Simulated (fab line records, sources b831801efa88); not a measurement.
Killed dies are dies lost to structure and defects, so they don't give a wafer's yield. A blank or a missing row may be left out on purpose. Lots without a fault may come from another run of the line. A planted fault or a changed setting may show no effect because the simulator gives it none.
Which tool did it? | flow gf180mcu | 6 lots, 18 wafers sampled, at 3 steps of a route of 602

WHAT THE GAUGES READ, wafer by wafer
GF_LVPWELL_OVL_MEAS_07.
lot  | measured    | on         | LVPWELL_OVL (nm)
L764 | day 4 02:02 | overlay-01 | 0.8 1.1 1.0
L767 | day 4 21:53 | overlay-01 | - - -
L775 | day 6 17:02 | overlay-02 | 2.0 -0.9 1.4
L779 | day 7 19:53 | overlay-01 | 1.0 0.5 0.7
L783 | day 8 15:41 | overlay-02 | -0.4 -1.2 -0.3
L786 | day 9 06:11 | overlay-01 | 0.0 0.6 -0.3

WHICH TOOL RAN EACH LOT (tool, then ch and the chambers of the sampled wafers, then the start)
lot  | GF_NWELL_STRIP_10                   | GF_LVPWELL_EXPOSE_04
L764 | plasma_asher-03 ch 0,1, day 3 13:37 | iline_stepper-01 ch 0, day 3 19:42
L767 | plasma_asher-03 ch 1, day 4 07:52   | iline_stepper-01 ch 0, day 4 14:35
L775 | plasma_asher-02 ch 0,1, day 6 03:04 | iline_stepper-01 ch 0, day 6 10:11
L779 | plasma_asher-02 ch 0,1, day 7 03:43 | iline_stepper-02 ch 0, day 7 12:18
L783 | plasma_asher-02 ch 0,1, day 7 23:06 | iline_stepper-01 ch 0, day 8 07:35
L786 | plasma_asher-03 ch 0,1, day 8 13:31 | iline_stepper-02 ch 0, day 8 22:30
- GF_NWELL_STRIP_10: strips in O2/N2.
- GF_LVPWELL_EXPOSE_04: exposes mask LVPWELL, target cd 600 nm.

THE ANSWER, worked out from the rows above alone
Rule: what is usual is taken from the lots themselves. Put in order of their means at a reading, lots are off if they are a third of the lots or fewer, leave a main group of 4 or more, and stand apart from it by a gap of 3 or more times the standard deviation of the main group's means; of several such gaps the widest counts. A main group whose means are all the same, to the digits that the tables above print for the reading, isn't used. A lot without any number at a reading at which 4 lots or more have one is off too. The other lots that the step has rows for count as sound.
Off: L767, at GF_LVPWELL_OVL_MEAS_07 (LVPWELL_OVL). Without a number there: L767. The main group: mean 0.4 nm, standard deviation 0.6.
A tool fits if, at a process step before that reading, it ran every lot that is off, and no sound lot after the first of them. The gauges at GF_LVPWELL_OVL_MEAS_07 are tried like those tools. None of those tried fits.

WHAT THE SIMULATOR HAD PUT IN
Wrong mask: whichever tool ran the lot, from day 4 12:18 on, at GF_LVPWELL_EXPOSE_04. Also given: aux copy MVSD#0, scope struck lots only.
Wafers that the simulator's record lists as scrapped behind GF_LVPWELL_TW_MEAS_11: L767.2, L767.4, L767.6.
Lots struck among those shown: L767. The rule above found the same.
